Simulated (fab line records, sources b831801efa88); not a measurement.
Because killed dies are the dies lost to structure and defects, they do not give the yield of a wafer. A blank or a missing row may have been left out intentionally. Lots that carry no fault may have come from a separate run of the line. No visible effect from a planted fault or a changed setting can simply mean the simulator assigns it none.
Lot-split experiment / flow gf180mcu / 5 lots, 23 wafers read, on a route of 602 steps

THE SPLIT ITSELF
At GF_CONTACT_CVD_00 (deposits SiO2, target thk 300 nm, time 50 s), the setting sih4FlowSccm was moved away from the recipe's 60 sccm on 9 of the 23 wafers read, by -8.7% to +12.0%. For the rest of the wafers, this setting stayed at what the recipe calls for.

The file shows no step between the split and the reading.

THE READING
CONTACT_CVD_00_THK in nanometres, read at GF_CONTACT_THK_MEAS_01. Fault-free wafers of this fab line usually give 299 nm, standard deviation 3.1 nm.

wafer=L074.1; tool, chamber at the split=hdpcvd-01, 0; sih4FlowSccm as run, sccm=57.17; against the recipe=-4.7%; CONTACT_CVD_00_THK, nm=287; against lot-mates on the recipe=-9
wafer=L074.2; tool, chamber at the split=hdpcvd-01, 2; sih4FlowSccm as run, sccm=60; against the recipe=recipe; CONTACT_CVD_00_THK, nm=296; against lot-mates on the recipe=-
wafer=L074.3; tool, chamber at the split=hdpcvd-01, 1; sih4FlowSccm as run, sccm=60; against the recipe=recipe; CONTACT_CVD_00_THK, nm=294; against lot-mates on the recipe=-
wafer=L074.4; tool, chamber at the split=hdpcvd-01, 0; sih4FlowSccm as run, sccm=60; against the recipe=recipe; CONTACT_CVD_00_THK, nm=298; against lot-mates on the recipe=-
wafer=L074.5; tool, chamber at the split=hdpcvd-01, 1; sih4FlowSccm as run, sccm=57.17; against the recipe=-4.7%; CONTACT_CVD_00_THK, nm=279; against lot-mates on the recipe=-17
wafer=L076.2; tool, chamber at the split=hdpcvd-02, 1; sih4FlowSccm as run, sccm=60; against the recipe=recipe; CONTACT_CVD_00_THK, nm=298; against lot-mates on the recipe=-
wafer=L076.3; tool, chamber at the split=hdpcvd-02, 0; sih4FlowSccm as run, sccm=60; against the recipe=recipe; CONTACT_CVD_00_THK, nm=302; against lot-mates on the recipe=-
wafer=L076.6; tool, chamber at the split=hdpcvd-02, 0; sih4FlowSccm as run, sccm=60; against the recipe=recipe; CONTACT_CVD_00_THK, nm=301; against lot-mates on the recipe=-
wafer=L077.1; tool, chamber at the split=hdpcvd-02, 2; sih4FlowSccm as run, sccm=60; against the recipe=recipe; CONTACT_CVD_00_THK, nm=299; against lot-mates on the recipe=-
wafer=L077.3; tool, chamber at the split=hdpcvd-02, 0; sih4FlowSccm as run, sccm=67.21; against the recipe=+12.0%; CONTACT_CVD_00_THK, nm=336; against lot-mates on the recipe=+36
wafer=L077.4; tool, chamber at the split=hdpcvd-02, 1; sih4FlowSccm as run, sccm=60; against the recipe=recipe; CONTACT_CVD_00_THK, nm=301; against lot-mates on the recipe=-
wafer=L077.5; tool, chamber at the split=hdpcvd-02, 0; sih4FlowSccm as run, sccm=60; against the recipe=recipe; CONTACT_CVD_00_THK, nm=301; against lot-mates on the recipe=-
wafer=L077.6; tool, chamber at the split=hdpcvd-02, 2; sih4FlowSccm as run, sccm=67.21; against the recipe=+12.0%; CONTACT_CVD_00_THK, nm=335; against lot-mates on the recipe=+35
wafer=L082.2; tool, chamber at the split=hdpcvd-01, 1; sih4FlowSccm as run, sccm=60; against the recipe=recipe; CONTACT_CVD_00_THK, nm=298; against lot-mates on the recipe=-
wafer=L082.3; tool, chamber at the split=hdpcvd-01, 0; sih4FlowSccm as run, sccm=54.77; against the recipe=-8.7%; CONTACT_CVD_00_THK, nm=279; against lot-mates on the recipe=-19
wafer=L082.4; tool, chamber at the split=hdpcvd-01, 0; sih4FlowSccm as run, sccm=54.77; against the recipe=-8.7%; CONTACT_CVD_00_THK, nm=279; against lot-mates on the recipe=-19
wafer=L082.5; tool, chamber at the split=hdpcvd-01, 1; sih4FlowSccm as run, sccm=60; against the recipe=recipe; CONTACT_CVD_00_THK, nm=299; against lot-mates on the recipe=-
wafer=L082.6; tool, chamber at the split=hdpcvd-01, 2; sih4FlowSccm as run, sccm=60; against the recipe=recipe; CONTACT_CVD_00_THK, nm=297; against lot-mates on the recipe=-
wafer=L084.1; tool, chamber at the split=hdpcvd-02, 1; sih4FlowSccm as run, sccm=63.46; against the recipe=+5.8%; CONTACT_CVD_00_THK, nm=314; against lot-mates on the recipe=+15
wafer=L084.2; tool, chamber at the split=hdpcvd-02, 0; sih4FlowSccm as run, sccm=63.46; against the recipe=+5.8%; CONTACT_CVD_00_THK, nm=322; against lot-mates on the recipe=+23
wafer=L084.3; tool, chamber at the split=hdpcvd-02, 2; sih4FlowSccm as run, sccm=60; against the recipe=recipe; CONTACT_CVD_00_THK, nm=300; against lot-mates on the recipe=-
wafer=L084.4; tool, chamber at the split=hdpcvd-02, 0; sih4FlowSccm as run, sccm=63.46; against the recipe=+5.8%; CONTACT_CVD_00_THK, nm=318; against lot-mates on the recipe=+19
wafer=L084.5; tool, chamber at the split=hdpcvd-02, 1; sih4FlowSccm as run, sccm=60; against the recipe=recipe; CONTACT_CVD_00_THK, nm=298; against lot-mates on the recipe=-

THE FIT
A straight line over all 23 wafers: CONTACT_CVD_00_THK changes by +2.9 nm for each +1% of sih4FlowSccm; r = +0.98; the points scatter about the line by 3.2 nm.
The same after taking each lot's own level away (the mean of its wafers on the recipe; 23 wafers): +2.76 nm for each +1%; r = +0.98; scatter 2.7 nm.
According to that fit, moving sih4FlowSccm by its largest amount changes the reading by 33 nm.
The span of the lots' own levels, 296.0 to 300.3 nm, comes to 1.4 times the standard deviation stated above.
So the lot-to-lot level changes the slope little: the two slopes agree.
Check: +33.6 nm against its lot-mates is what the line predicts for one of the wafers moved furthest among these (+12.0%) when that wafer is left out of the fit. Against them it came out at +35.7 nm.

FURTHER SPLITS ON THESE WAFERS
Other splits were also applied to these wafers ahead of the reading. Each is held against what the fit with the lots' levels taken away leaves over:
other split on the same wafers=GF_HV_LDD_IMPLANT_48 doseCm2; wafers away from the commonest value=10; r with CONTACT_CVD_00_THK (lot level and that fit taken away)=-0.24
other split on the same wafers=GF_NSD_DEVELOP_06 developTimeS; wafers away from the commonest value=7; r with CONTACT_CVD_00_THK (lot level and that fit taken away)=-0.12
other split on the same wafers=GF_PSD_EXPOSE_04 doseMj; wafers away from the commonest value=8; r with CONTACT_CVD_00_THK (lot level and that fit taken away)=-0.42
other split on the same wafers=GF_PSD_DEVELOP_06 developTimeS; wafers away from the commonest value=5; r with CONTACT_CVD_00_THK (lot level and that fit taken away)=-0.15
other split on the same wafers=GF_SAB_DEVELOP_08 devTempC; wafers away from the commonest value=8; r with CONTACT_CVD_00_THK (lot level and that fit taken away)=-0.05
other split on the same wafers=GF_SALICIDE_SPUTTER_03 powerW; wafers away from the commonest value=7; r with CONTACT_CVD_00_THK (lot level and that fit taken away)=-0.31

THE WHOLE CHAIN: every reading that the file lists as answering this split, in the file's order
step=GF_CONTACT_CVD_00; what it does=deposits SiO2, target thk 300 nm, time 50 s; reading=SiO2_of_CONTACT_CVD_00.thkNm (the simulator's own value, which no gauge read); change (the file's fit)=+2.75 nm for each +1% of the setting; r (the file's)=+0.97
step=GF_CONTACT_THK_MEAS_01; what it does=; reading=CONTACT_CVD_00_THK; change (the file's fit)=+2.74 for each +1% of the setting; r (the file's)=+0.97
step=GF_CONTACT_ETCH_17; what it does=etches SiO2 in C4F8/O2/Ar, stops on CoSi2, target depth 860 nm; reading=CONTACT.featureDepthNm (the simulator's own value, which no gauge read); change (the file's fit)=+2.79 nm for each +1% of the setting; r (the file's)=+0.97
step=GF_CONTACT_ETCH_17; what it does=etches SiO2 in C4F8/O2/Ar, stops on CoSi2, target depth 860 nm; reading=etch.depthNm (the simulator's own value, which no gauge read); change (the file's fit)=+2.78 nm for each +1% of the setting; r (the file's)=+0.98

FILE'S OWN FIT
CONTACT_CVD_00_THK changes by +2.74 nm for each +1% of sih4FlowSccm, r = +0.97.
